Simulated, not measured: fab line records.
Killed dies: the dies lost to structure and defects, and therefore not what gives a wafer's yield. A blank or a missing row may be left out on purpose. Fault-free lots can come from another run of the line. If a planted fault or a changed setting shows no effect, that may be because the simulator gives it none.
fab line records	flow sky130
record: lots: 11	wafers: 33	lastDay: 50
route steps=708 shown VIA1@479 METAL2@484 PAD_OPEN@708
lots that met no fault: from a run of the same line without faults
startH: start of the lot's first displayed wafer, in hours after the record's first day	waitH: hours elapsed since this lot's preceding step	" identical to the entry in the row above	L1.1+2: several wafers, shown together as one row	- no value present, or no start provided	* or withheld: withheld	< > ~ a bound
route shown NAME@n: NAME is a module with steps in the file, n the number in the route of the first one	usual: the fault-free wafers' mean and standard deviation	same: alike in all rows	chamber/n: place in a boat	sites: per-site readings	_std_site: the standard deviation of these	_edge_site: mean of outer sites minus mean of inner sites	radiusMm: how far each site lies from the wafer's centre	mask NAME#n: copy n	behind: the most recent tool/chamber to have shaped the wafer	hold: the reason the lot was held/the length of the hold in hours/how it ended	device: transistor that didn't switch, given as n, p or np	end of line: the tests these same wafers got at the end of their route	a step without rows: its recipe alone	killed: count of dies lost to structure and defects at first sort (not the wafer's yield)	map: the dies of a wafer, with x for killed, . for not killed, _ for no die there
set.NAME: the setting the step ran with; set.NAME@STEP: the setting that earlier step ran with	model.NAME: the simulator's own value behind a step, which no gauge read
the route's steps for a sample of lots (tables are steps, rows are wafers)
services: a tool's chamber out of use, with start hour (startH, from the record's first day; less than 0 if before it), hours out, and reason
== steps ==
step: SKY_VIA1_CVD_21
recipe: material: W	targetThkNm: 270	timeS: 80.902	tempC: 400	pressureTorr: 40
usual: heaterPowerW: 901/42
lot.wafer	tool	chamber	startH	waitH	heaterPowerW
L392.1	cvdW-01	1	792.25	0.0	921
L392.5	"	1	"	"	921
L392.6	"	0	"	"	834
L396.1	cvdW-02	0	810.87	0.0	947
L396.2	"	1	"	"	915
L396.3	"	0	"	"	918
L398.3	cvdW-02	0	829.80	0.1	910
L398.4	"	1	"	"	938
L398.5	"	1	"	"	936
L399.1	cvdW-01	1	852.65	0.0	923
L399.3	"	0	"	"	830
L399.6	"	0	"	"	856
L400.2	cvdW-02	1	858.83	0.0	916
L400.3	"	1	"	"	938
L400.6	"	0	"	"	940
L404.1	cvdW-01	0	900.51	0.0	843
L404.3	"	1	"	"	932
L404.5	"	0	"	"	822
L409.2	cvdW-02	1	920.31	0.0	926
L409.4	"	0	"	"	880
L409.5	"	0	"	"	863
L411.1	cvdW-02	0	924.58	0.0	865
L411.2	"	1	"	"	898
L411.4	"	0	"	"	874
L412.1	cvdW-02	0	929.77	0.0	874
L412.2	"	1	"	"	908
L412.6	"	1	"	"	887
L414.1	cvdW-01	1	949.20	0.0	932
L414.2	"	0	"	"	863
L414.5	"	1	"	"	964
L415.1	cvdW-01	1	953.76	0.0	939
L415.5	"	1	"	"	946
L415.6	"	0	"	"	843
step: SKY_METAL2_SPUTTER_01
recipe: material: TiN	targetThkNm: 20	powerW: 6500	timeS: 16.7	chamberPressurePa: 0.4
usual: throttleValvePct: 30.5/1.4
lot.wafer	tool	chamber	startH	waitH	throttleValvePct
L392.1	pvdSputter-01	-	792.85	0.0	30.9
L392.5	"	-	"	"	30.8
L392.6	"	-	"	"	29.8
L396.1	pvdSputter-01	-	811.46	0.0	29.8
L396.2	"	-	"	"	30.9
L396.3	"	-	"	"	31.0
L398.3	pvdSputter-01	-	830.37	0.0	31.2
L398.4	"	-	"	"	33.3
L398.5	"	-	"	"	33.3
L399.1	pvdSputter-02	-	853.25	0.0	29.9
L399.3	"	-	"	"	30.6
L399.6	"	-	"	"	28.7
L400.2	pvdSputter-02	-	859.65	0.0	30.6
L400.3	"	-	"	"	29.9
L400.6	"	-	"	"	30.5
L404.1	pvdSputter-02	-	901.10	0.0	29.8
L404.3	"	-	"	"	28.7
L404.5	"	-	"	"	30.7
L409.2	pvdSputter-01	-	920.90	0.0	31.2
L409.4	"	-	"	"	30.8
L409.5	"	-	"	"	31.1
L411.1	pvdSputter-01	-	925.17	0.0	30.9
L411.2	"	-	"	"	29.9
L411.4	"	-	"	"	33.4
L412.1	pvdSputter-01	-	930.58	0.0	30.0
L412.2	"	-	"	"	31.2
L412.6	"	-	"	"	33.3
L414.1	pvdSputter-01	-	949.79	0.0	29.7
L414.2	"	-	"	"	33.2
L414.5	"	-	"	"	29.7
L415.1	pvdSputter-03	-	954.35	0.0	30.3
L415.5	"	-	"	"	30.3
L415.6	"	-	"	"	29.9
step: SKY_METAL2_SPUTTER_04
recipe: material: TiN	targetThkNm: 70	powerW: 6500	timeS: 58.3	chamberPressurePa: 0.4
usual: throttleValvePct: 30.4/1.4
lot.wafer	tool	chamber	startH	waitH	throttleValvePct
L392.1	pvdSputter-01	-	792.92	0.0	31.0
L392.5	"	-	"	"	30.6
L392.6	"	-	"	"	30.0
L396.1	pvdSputter-01	-	811.53	0.0	29.6
L396.2	"	-	"	"	30.8
L396.3	"	-	"	"	31.0
L398.3	pvdSputter-01	-	830.44	0.0	31.0
L398.4	"	-	"	"	33.4
L398.5	"	-	"	"	33.2
L399.1	pvdSputter-02	-	853.32	0.0	29.7
L399.3	"	-	"	"	30.6
L399.6	"	-	"	"	28.4
L400.2	pvdSputter-02	-	859.72	0.0	30.6
L400.3	"	-	"	"	29.9
L400.6	"	-	"	"	30.6
L404.1	pvdSputter-02	-	901.17	0.0	30.0
L404.3	"	-	"	"	28.5
L404.5	"	-	"	"	30.8
L409.2	pvdSputter-01	-	920.97	0.0	31.4
L409.4	"	-	"	"	31.0
L409.5	"	-	"	"	31.2
L411.1	pvdSputter-01	-	925.24	0.0	30.8
L411.2	"	-	"	"	29.8
L411.4	"	-	"	"	33.1
L412.1	pvdSputter-01	-	930.65	0.0	29.8
L412.2	"	-	"	"	31.0
L412.6	"	-	"	"	33.1
L414.1	pvdSputter-01	-	949.86	0.0	29.7
L414.2	"	-	"	"	33.2
L414.5	"	-	"	"	29.9
L415.1	pvdSputter-03	-	954.42	0.0	30.3
L415.5	"	-	"	"	30.3
L415.6	"	-	"	"	29.6
step: SKY_METAL2_METAL_ETCH_19
recipe: targetDepthA: 3600	stopOn: SiO2	overEtchFrac: 0.3	timeS: 78	chemistry: Cl2/BCl3	resistSidewallDeg: 88	pressureMtorr: 10	icpW: 900	biasW: 48.5	Cl2_flow_sccm: 60	bcl3FlowSccm: 30
usual: biasW: 48.50/0.14	drypumpMotorCurrentA: 5.9/0.34	oesProductAu: 0.855/0.0052	throttleValvePct: 22.264/0.0085
lot.wafer	tool	chamber	startH	waitH	biasW	drypumpMotorCurrentA	oesProductAu	rfHoursCounterH	throttleValvePct
L392.1	rieMetal-01	0	819.03	0.0	48.46	5.7	0.852	11	22.277
L392.5	"	0	"	"	48.58	5.7	0.852	-	22.268
L392.6	"	1	"	"	48.50	5.6	0.858	-	22.268
L396.1	rieMetal-03	0	837.92	0.0	48.21	5.7	0.855	15	22.255
L396.2	"	1	"	"	48.66	5.6	0.852	4	22.248
L396.3	"	1	"	"	48.61	5.6	0.857	-	22.272
L398.3	rieMetal-01	1	857.16	0.1	48.66	5.6	0.857	-	22.280
L398.4	"	0	"	"	48.60	5.8	0.864	-	22.265
L398.5	"	0	"	"	48.55	5.8	0.848	-	22.263
L399.1	rieMetal-01	1	879.57	0.0	48.26	5.6	0.852	15	22.261
L399.3	"	0	"	"	60.78	5.8	0.850	-	22.259
L399.6	"	1	"	"	48.29	5.6	0.852	-	22.267
L400.2	rieMetal-01	0	885.62	0.0	60.67	5.8	0.856	14	22.262
L400.3	"	0	"	"	60.71	5.8	0.854	-	22.262
L400.6	"	0	"	"	60.65	5.8	0.855	-	22.256
L404.1	rieMetal-02	0	925.68	0.1	48.68	6.3	0.857	3	22.266
L404.3	"	0	"	"	48.47	6.3	0.843	-	22.261
L404.5	"	0	"	"	48.74	6.3	0.846	-	22.268
L409.2	rieMetal-02	0	946.12	0.0	48.63	6.4	0.855	5	22.271
L409.4	"	0	"	"	48.59	6.4	0.858	-	22.256
L409.5	"	0	"	"	48.52	6.4	0.867	-	22.259
L411.1	rieMetal-02	1	950.17	0.0	48.40	6.4	0.852	0	22.253
L411.2	"	0	"	"	48.18	6.3	0.848	5	22.261
L411.4	"	0	"	"	48.27	6.4	0.862	-	22.259
L412.1	rieMetal-03	0	955.77	0.0	48.61	5.7	0.854	0	22.263
L412.2	"	1	"	"	48.62	5.6	0.848	11	22.264
L412.6	"	1	"	"	48.33	5.6	0.847	-	22.265
L414.1	rieMetal-01	0	973.82	0.0	48.48	5.8	0.853	19	22.262
L414.2	"	1	"	"	48.44	5.6	0.855	1	22.263
L414.5	"	1	"	"	48.30	5.6	0.846	-	22.259
L415.1	rieMetal-02	0	978.61	0.1	48.59	6.3	0.861	7	22.264
L415.5	"	0	"	"	48.57	6.4	0.855	-	22.269
L415.6	"	0	"	"	48.28	6.3	0.853	-	22.251
step: SKY_METAL2_STRIP_20
recipe: chemistry: O2/N2	powerW: 1400	pressureMtorr: 1500	platenTempC: withheld	o2FlowSccm: 3000	n2FlowSccm: 300	overashFraction: 0.5
usual: drypumpMotorCurrentA: 5.7/0.31	oesProductAu: 0.342/0.0049	stripTimeToEndpointS: 2.69/0.041
lot.wafer	tool	chamber	startH	waitH	drypumpMotorCurrentA	oesProductAu	rfHoursCounterH	stripTimeToEndpointS
L392.1	plasmaAsher-04	1	819.12	0.1	5.9	0.339	96	2.68
L392.5	"	1	"	"	5.9	0.333	-	2.65
L392.6	"	0	"	"	5.3	0.334	-	2.67
L396.1	plasmaAsher-02	1	838.01	0.1	5.5	0.333	72	2.56
L396.2	"	0	"	"	5.8	0.343	72	2.66
L396.3	"	1	"	"	5.6	0.335	-	2.67
L398.3	plasmaAsher-02	1	857.25	0.1	5.6	0.341	-	2.67
L398.4	"	0	"	"	5.8	0.339	-	2.72
L398.5	"	0	"	"	5.8	0.340	-	2.69
L399.1	plasmaAsher-03	1	879.66	0.1	6.0	0.345	44	2.67
L399.3	"	0	"	"	6.4	0.335	-	2.37
L399.6	"	1	"	"	6.0	0.345	-	2.69
L400.2	plasmaAsher-03	0	885.71	0.1	6.4	0.330	45	2.41
L400.3	"	1	"	"	6.0	0.333	-	2.48
L400.6	"	0	"	"	6.4	0.325	-	2.47
L404.1	plasmaAsher-02	0	925.86	0.1	5.8	0.335	81	2.72
L404.3	"	0	"	"	5.8	0.344	-	2.70
L404.5	"	1	"	"	5.6	0.339	-	2.68
L409.2	plasmaAsher-04	0	946.21	0.1	5.3	0.352	109	2.71
L409.4	"	1	"	"	5.9	0.348	-	2.72
L409.5	"	0	"	"	5.3	0.341	-	2.71
L411.1	plasmaAsher-04	0	950.26	0.1	5.3	0.338	110	2.68
L411.2	"	1	"	"	5.8	0.347	110	2.67
L411.4	"	0	"	"	5.3	0.349	-	2.68
L412.1	plasmaAsher-04	1	955.86	0.1	5.8	0.336	110	2.71
L412.2	"	0	"	"	5.3	0.344	110	2.66
L412.6	"	1	"	"	5.8	0.339	-	2.64
L414.1	plasmaAsher-02	1	973.91	0.1	5.6	0.345	86	2.67
L414.2	"	0	"	"	5.8	0.349	86	2.70
L414.5	"	0	"	"	5.8	0.344	-	2.73
L415.1	plasmaAsher-04	1	978.79	0.1	5.8	0.343	112	2.68
L415.5	"	1	"	"	5.8	0.340	-	2.70
L415.6	"	0	"	"	5.3	0.334	-	2.71
step: SKY_PAD_OPEN_PROBE_99
usual: defectLimitedYield: 82.3/2	killed_at_M0_to_M3: 44/7.1	killed_at_M4_up: 3.3/1.8	killedAtContacts: 24/5.1	killedAtFrontEnd: 16/4.7	killedAtOther: 0.3/0.52	killedDies: 87/9.7	killedOpen: 47/6.8	killedShort: 39/6.7	sort_bin_3_pad_short: 0.9/0.43	sort_bin_5_function: 10.4/1.4	sort_bin_6_memory: 6.4/1.2	sortNPass: 405/9.7	sortYieldPct: 82.3/2
same: grossDies: 492	killedAtBackSide: 0	sort_bin_4_leakage[%]: 0	sort_bin_8_speed[%]: 0
lot.wafer	tool	chamber	startH	waitH	defectLimitedYield[%]	killed_at_M0_to_M3	killed_at_M4_up	killedAtContacts	killedAtFrontEnd	killedAtOther	killedDies	killedOpen	killedShort	sort_bin_3_pad_short[%]	sort_bin_5_function[%]	sort_bin_6_memory[%]	sortNPass	sortYieldPct[%]
L392.1	prober-02	-	1073.39	0.1	81.5	44	6	24	16	1	91	49	42	0.8	9.8	7.9	401	81.5
L392.5	prober-02	-	1073.59	0.2	84.1	41	3	19	15	0	78	37	41	0.8	10.2	4.9	414	84.1
L392.6	prober-02	-	1073.64	0.2	85.2	43	2	18	10	0	73	48	25	1.4	7.7	5.7	419	85.2
L396.1	prober-01	-	1089.24	0.1	84.3	45	5	15	12	0	77	42	35	1.0	8.7	5.9	415	84.3
L396.2	prober-01	-	1089.29	0.1	81.7	47	3	33	7	0	90	46	43	0.8	11.2	6.3	402	81.7
L396.3	prober-01	-	1089.34	0.2	83.1	42	0	23	18	0	83	47	36	0.8	8.3	7.7	409	83.1
L398.3	prober-01	-	1102.80	0.2	79.5	46	6	26	23	0	101	52	49	1.2	11.2	8.1	391	79.5
L398.4	prober-01	-	1102.85	0.2	79.5	51	2	20	28	0	101	49	52	1.2	11.4	7.9	391	79.5
L398.5	prober-01	-	1102.90	0.2	83.7	43	3	18	16	0	80	40	40	0.8	9.3	6.1	412	83.7
L399.1	prober-02	-	1122.28	0.1	79.9	49	3	24	23	0	99	57	42	0.8	11.2	8.1	393	79.9
L399.3	prober-02	-	1122.38	0.2	81.7	53	6	15	16	0	90	46	44	1.2	11.2	5.9	402	81.7
L399.6	prober-02	-	1122.53	0.2	81.9	47	2	22	18	0	89	49	40	1.8	10.2	6.1	403	81.9
L400.2	prober-01	-	1124.01	0.1	85.0	34	6	24	10	0	74	35	39	0.6	10.2	4.3	418	85.0
L400.3	prober-01	-	1124.06	0.2	84.8	37	4	18	16	0	75	40	35	0	8.7	6.5	417	84.8
L400.6	prober-01	-	1124.21	0.2	81.9	47	1	25	15	1	89	51	37	0.2	11.0	6.9	403	81.9
L404.1	prober-02	-	1155.45	0.1	85.4	37	3	18	14	0	72	37	34	0.4	8.5	5.7	420	85.4
L404.3	prober-02	-	1155.55	0.2	80.5	40	6	26	23	1	96	45	50	1.4	11.6	6.5	396	80.5
L404.5	prober-02	-	1155.65	0.2	81.5	39	5	22	25	0	91	39	52	1.4	10.6	6.5	401	81.5
L409.2	prober-01	-	1171.52	0.1	85.2	30	2	21	20	0	73	43	30	1.2	8.7	4.9	419	85.2
L409.4	prober-01	-	1171.62	0.2	83.7	52	4	20	4	0	80	43	37	0.8	9.6	5.9	412	83.7
L409.5	prober-01	-	1171.67	0.2	80.3	65	4	16	12	0	97	46	51	0.4	11.8	7.5	395	80.3
L411.1	prober-02	-	1172.47	0.1	82.3	48	3	25	10	1	87	49	38	0.8	10.0	6.9	405	82.3
L411.2	prober-02	-	1172.52	0.1	84.3	39	3	21	14	0	77	36	41	2.0	8.5	5.1	415	84.3
L411.4	prober-02	-	1172.62	0.2	84.3	40	4	23	10	0	77	40	37	1.4	10.4	3.9	415	84.3
L412.1	prober-01	-	1175.84	0.1	83.7	39	0	21	20	0	80	39	41	0.6	11.6	4.1	412	83.7
L412.2	prober-01	-	1175.89	0.1	82.3	45	3	21	18	0	87	43	44	1.0	9.8	6.9	405	82.3
L412.6	prober-01	-	1176.09	0.2	83.9	45	0	15	19	0	79	41	38	0.6	8.3	7.1	413	83.9
L414.1	prober-01	-	1188.15	0.1	82.3	42	2	27	16	0	87	52	34	0.6	10.2	6.9	405	82.3
L414.2	prober-01	-	1188.20	0.1	85.2	35	2	21	14	1	73	43	30	0.8	9.6	4.5	419	85.2
L414.5	prober-01	-	1188.35	0.2	82.5	41	4	32	9	0	86	52	34	0.6	11.2	5.7	406	82.5
L415.1	prober-02	-	1192.17	0.1	78.9	54	2	22	24	2	104	54	49	2.0	12.6	6.5	388	78.9
L415.5	prober-02	-	1192.37	0.2	84.6	31	3	25	16	1	76	38	37	0.6	10.0	4.9	416	84.6
L415.6	prober-02	-	1192.42	0.2	81.7	44	5	25	16	0	90	45	45	0.8	10.2	7.3	402	81.7
killed by level:class
L392.1 VIA1:geometricParticle:open=11 LI_CONTACT:geometricParticle:open=10 METAL1:geometricParticle:short=7 CONTACT:geometricParticle:open=6 VIA2:geometricParticle:open=5 POLY_GATE:geometricParticle:short=5 METAL3:geometricParticle:short=5 FIELD_ISO:geometricParticle:short=4
L392.5 VIA1:geometricParticle:open=11 CONTACT:geometricParticle:short=8 VIA3:geometricParticle:open=5 CONTACT:geometricParticle:open=5 FIELD_ISO:geometricParticle:short=4 POLY_GATE:geometricParticle:open=4 METAL1:geometricParticle:short=4 LOCAL_INTERCONNECT:geometricParticle:short=4
L392.6 VIA1:geometricParticle:open=14 VIA3:geometricParticle:open=9 CONTACT:geometricParticle:open=7 VIA1:geometricParticle:short=7 VIA2:geometricParticle:open=5 CONTACT:geometricParticle:short=4 METAL3:geometricParticle:short=3 LI_CONTACT:geometricParticle:open=3
L396.1 VIA1:geometricParticle:open=13 METAL2:geometricParticle:short=9 VIA3:geometricParticle:open=6 CONTACT:geometricParticle:open=5 VIA3:geometricParticle:short=5 FIELD_ISO:geometricParticle:short=4 FIELD_ISO:geometricParticle:open=4 LOCAL_INTERCONNECT:geometricParticle:short=4
L396.2 CONTACT:geometricParticle:open=12 VIA1:geometricParticle:open=10 METAL1:geometricParticle:short=9 VIA3:geometricParticle:open=7 LI_CONTACT:geometricParticle:open=5 LOCAL_INTERCONNECT:geometricParticle:short=5 CONTACT:geometricParticle:short=5 VIA2:geometricParticle:open=5
L396.3 VIA1:geometricParticle:open=10 FIELD_ISO:geometricParticle:open=7 VIA2:geometricParticle:open=7 LI_CONTACT:geometricParticle:open=6 VIA3:geometricParticle:open=6 CONTACT:geometricParticle:short=6 CONTACT:geometricParticle:open=6 LOCAL_INTERCONNECT:geometricParticle:short=5
L398.3 VIA1:geometricParticle:open=12 CONTACT:geometricParticle:open=8 LI_CONTACT:geometricParticle:open=7 VIA2:geometricParticle:open=7 POLY_GATE:geometricParticle:open=6 CONTACT:geometricParticle:short=5 FIELD_ISO:geometricParticle:short=5 POLY_GATE:geometricParticle:short=5
L398.4 POLY_GATE:geometricParticle:open=10 VIA1:geometricParticle:open=8 POLY_GATE:geometricParticle:short=7 METAL2:geometricParticle:short=6 FIELD_ISO:geometricParticle:open=6 CONTACT:geometricParticle:open=6 VIA2:geometricParticle:short=6 VIA2:geometricParticle:open=6
L398.5 VIA1:geometricParticle:open=9 VIA2:geometricParticle:open=6 METAL1:geometricParticle:short=6 POLY_GATE:geometricParticle:short=5 LI_CONTACT:geometricParticle:open=5 VIA3:geometricParticle:open=5 FIELD_ISO:geometricParticle:open=4 LOCAL_INTERCONNECT:geometricParticle:short=4
L399.1 VIA2:geometricParticle:open=12 CONTACT:geometricParticle:open=11 VIA1:geometricParticle:open=10 METAL2:geometricParticle:short=10 FIELD_ISO:geometricParticle:short=9 FIELD_ISO:geometricParticle:open=7 LI_CONTACT:geometricParticle:open=6 VIA3:geometricParticle:open=4
L399.3 VIA3:geometricParticle:open=13 VIA1:geometricParticle:open=11 CONTACT:geometricParticle:open=7 METAL1:geometricParticle:short=7 FIELD_ISO:geometricParticle:short=6 VIA1:geometricParticle:short=5 METAL4:geometricParticle:short=5 LI_CONTACT:geometricParticle:open=4
L399.6 CONTACT:geometricParticle:open=10 VIA1:geometricParticle:open=10 METAL1:geometricParticle:short=8 VIA1:geometricParticle:short=7 METAL2:geometricParticle:short=6 CONTACT:geometricParticle:short=5 VIA2:geometricParticle:open=5 FIELD_ISO:geometricParticle:open=4
L400.2 VIA1:geometricParticle:open=7 CONTACT:geometricParticle:short=6 CONTACT:geometricParticle:open=6 METAL1:geometricParticle:short=5 LOCAL_INTERCONNECT:geometricParticle:short=5 FIELD_ISO:geometricParticle:open=4 METAL4:geometricParticle:short=4 VIA1:geometricParticle:short=4
L400.3 VIA1:geometricParticle:open=11 POLY_GATE:geometricParticle:short=6 VIA2:geometricParticle:open=6 CONTACT:geometricParticle:open=5 VIA3:geometricParticle:short=5 FIELD_ISO:geometricParticle:open=4 VIA3:geometricParticle:open=4 LI_CONTACT:geometricParticle:open=4
L400.6 VIA1:geometricParticle:open=13 VIA3:geometricParticle:open=7 LOCAL_INTERCONNECT:geometricParticle:short=7 VIA2:geometricParticle:open=7 METAL2:geometricParticle:short=6 CONTACT:geometricParticle:open=6 LI_CONTACT:geometricParticle:open=5 FIELD_ISO:geometricParticle:open=4
L404.1 VIA1:geometricParticle:open=7 CONTACT:geometricParticle:open=6 VIA2:geometricParticle:open=5 VIA3:geometricParticle:open=5 FIELD_ISO:geometricParticle:short=4 LI_CONTACT:geometricParticle:open=4 METAL2:geometricParticle:short=4 POLY_GATE:geometricParticle:short=3
L404.3 CONTACT:geometricParticle:open=10 VIA1:geometricParticle:open=10 CONTACT:geometricParticle:short=7 FIELD_ISO:geometricParticle:short=6 METAL4:geometricParticle:short=6 VIA2:geometricParticle:short=5 LOCAL_INTERCONNECT:geometricParticle:short=5 VIA1:geometricParticle:short=5
L404.5 FIELD_ISO:geometricParticle:short=9 METAL1:geometricParticle:short=9 CONTACT:geometricParticle:open=9 VIA1:geometricParticle:open=7 FIELD_ISO:geometricParticle:open=6 METAL2:geometricParticle:short=5 VIA3:geometricParticle:open=5 METAL4:geometricParticle:short=4
L409.2 VIA1:geometricParticle:open=10 LI_CONTACT:geometricParticle:open=7 CONTACT:geometricParticle:short=7 FIELD_ISO:geometricParticle:open=6 POLY_GATE:geometricParticle:open=6 CONTACT:geometricParticle:open=6 METAL2:geometricParticle:short=4 VIA2:geometricParticle:short=4
L409.4 VIA1:geometricParticle:open=14 CONTACT:geometricParticle:short=7 VIA2:geometricParticle:open=7 VIA3:geometricParticle:open=7 METAL1:geometricParticle:short=6 METAL3:geometricParticle:short=6 LI_CONTACT:geometricParticle:open=4 LI_CONTACT:geometricParticle:short=4
L409.5 VIA1:geometricParticle:open=15 VIA1:geometricParticle:short=10 METAL2:geometricParticle:short=8 CONTACT:geometricParticle:open=6 FIELD_ISO:geometricParticle:short=6 LI_CONTACT:geometricParticle:open=6 VIA2:geometricParticle:short=6 VIA3:geometricParticle:short=6
L411.1 VIA2:geometricParticle:open=12 CONTACT:geometricParticle:open=10 METAL1:geometricParticle:short=8 VIA1:geometricParticle:open=7 LI_CONTACT:geometricParticle:open=6 LOCAL_INTERCONNECT:geometricParticle:short=5 VIA1:geometricParticle:short=5 VIA3:geometricParticle:open=5
L411.2 CONTACT:geometricParticle:short=7 POLY_GATE:geometricParticle:open=7 METAL2:geometricParticle:short=7 LI_CONTACT:geometricParticle:open=6 VIA1:geometricParticle:short=6 VIA1:geometricParticle:open=6 POLY_GATE:geometricParticle:short=5 VIA2:geometricParticle:open=5
L411.4 CONTACT:geometricParticle:open=12 VIA1:geometricParticle:open=9 VIA3:geometricParticle:open=6 VIA3:geometricParticle:short=5 VIA2:geometricParticle:open=5 LI_CONTACT:geometricParticle:short=4 METAL1:geometricParticle:short=4 VIA1:geometricParticle:short=4
L412.1 VIA3:geometricParticle:open=8 POLY_GATE:geometricParticle:short=6 CONTACT:geometricParticle:short=6 FIELD_ISO:geometricParticle:open=5 VIA1:geometricParticle:open=5 CONTACT:geometricParticle:open=5 VIA3:geometricParticle:short=5 POLY_GATE:geometricParticle:open=4
L412.2 CONTACT:geometricParticle:open=10 FIELD_ISO:geometricParticle:short=9 METAL1:geometricParticle:short=7 VIA1:geometricParticle:open=7 VIA3:geometricParticle:open=6 LI_CONTACT:geometricParticle:open=5 VIA2:geometricParticle:short=5 FIELD_ISO:geometricParticle:open=4
L412.6 VIA1:geometricParticle:open=10 VIA3:geometricParticle:open=8 METAL2:geometricParticle:short=7 POLY_GATE:geometricParticle:short=6 VIA2:geometricParticle:open=6 CONTACT:geometricParticle:short=5 VIA2:geometricParticle:short=5 FIELD_ISO:geometricParticle:open=4
L414.1 VIA1:geometricParticle:open=12 LI_CONTACT:geometricParticle:open=9 CONTACT:geometricParticle:open=9 VIA2:geometricParticle:open=8 FIELD_ISO:geometricParticle:open=5 METAL2:geometricParticle:short=5 LOCAL_INTERCONNECT:geometricParticle:short=4 VIA2:geometricParticle:short=4
L414.2 VIA1:geometricParticle:open=9 CONTACT:geometricParticle:open=9 POLY_GATE:geometricParticle:open=6 VIA3:geometricParticle:open=6 VIA1:geometricParticle:short=6 LI_CONTACT:geometricParticle:open=5 CONTACT:geometricParticle:short=4 METAL3:geometricParticle:short=4
L414.5 CONTACT:geometricParticle:open=13 LI_CONTACT:geometricParticle:open=9 VIA2:geometricParticle:open=8 VIA1:geometricParticle:open=8 METAL2:geometricParticle:short=6 LOCAL_INTERCONNECT:geometricParticle:short=5 VIA1:geometricParticle:short=5 FIELD_ISO:geometricParticle:short=4
L415.1 VIA1:geometricParticle:open=16 CONTACT:geometricParticle:open=9 FIELD_ISO:geometricParticle:short=8 VIA3:geometricParticle:open=7 VIA1:geometricParticle:short=7 VIA2:geometricParticle:open=6 CONTACT:geometricParticle:short=5 METAL2:geometricParticle:short=5
L415.5 CONTACT:geometricParticle:open=9 METAL2:geometricParticle:short=8 FIELD_ISO:geometricParticle:open=7 CONTACT:geometricParticle:short=7 LI_CONTACT:geometricParticle:open=4 VIA1:geometricParticle:short=4 VIA1:geometricParticle:open=4 LOCAL_INTERCONNECT:geometricParticle:open=3
L415.6 VIA1:geometricParticle:short=7 LOCAL_INTERCONNECT:geometricParticle:short=7 CONTACT:geometricParticle:open=7 METAL1:geometricParticle:short=7 VIA2:geometricParticle:open=6 POLY_GATE:geometricParticle:open=6 METAL2:geometricParticle:short=5 VIA3:geometricParticle:open=5
== services ==
tool	chamber	startH	hours	kind
cvdW-01	-	785.82	1.2	repair
pvdSputter-02	1	802.20	-	consumableReplace:kit
pvdSputter-02	1	802.20	18.0	scheduledDown
pvdSputter-02	1	802.20	18.0	ventCycle
plasmaAsher-02	-	825.99	0.9	repair
cvdW-01	-	876.97	6.9	pm
pvdSputter-01	-	877.90	3.2	repair
rieMetal-02	-	892.69	0.2	repair
pvdSputter-01	-	901.31	6.1	repair
rieMetal-02	-	902.49	0.6	repair
pvdSputter-02	-	903.64	2.6	repair
cvdW-02	-	904.00	14.0	pm
cvdW-02	0	904.00	14.0	ventCycle
cvdW-02	1	904.00	14.0	ventCycle
cvdW-02	0	918.00	-	clean
cvdW-02	1	918.00	-	clean
plasmaAsher-03	-	918.81	0.8	repair
plasmaAsher-03	-	919.86	1.5	repair
pvdSputter-01	0	958.13	-	consumableReplace:kit
pvdSputter-01	0	958.13	18.0	scheduledDown
pvdSputter-01	0	958.13	18.0	ventCycle
plasmaAsher-04	-	965.02	0.9	repair
rieMetal-02	1	968.94	18.1	repair
cvdW-01	-	978.08	2.8	pm
== key ==
firstSign: step: SKY_METAL2_METAL_ETCH_19	reading: biasW	direction: up	sigmas: 86	usual: 48.50	struck: 60.70
effect: step: SKY_METAL2_STRIP_20	reading: stripTimeToEndpointS	direction: down	sigmas: 6.3	usual: *	struck: *
metAt SKY_METAL2_METAL_ETCH_19
struckLots L399,L400
struckWafers L399.3,L400.2,L400.3,L400.6
notActingAt SKY_VIA1_CVD_21,SKY_METAL2_SPUTTER_01,SKY_METAL2_SPUTTER_04
onsetBetween 857.16 879.57
fault: kind: processParameterDrift	tool: rieMetal-01	chamber: 0	onsetH: 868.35	steps: SKY_METAL2_METAL_ETCH_19	channel: biasW	offset: 12.145	shape: step	endH: 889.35	actsIn: theseRecipesOnly	stated: 48.5
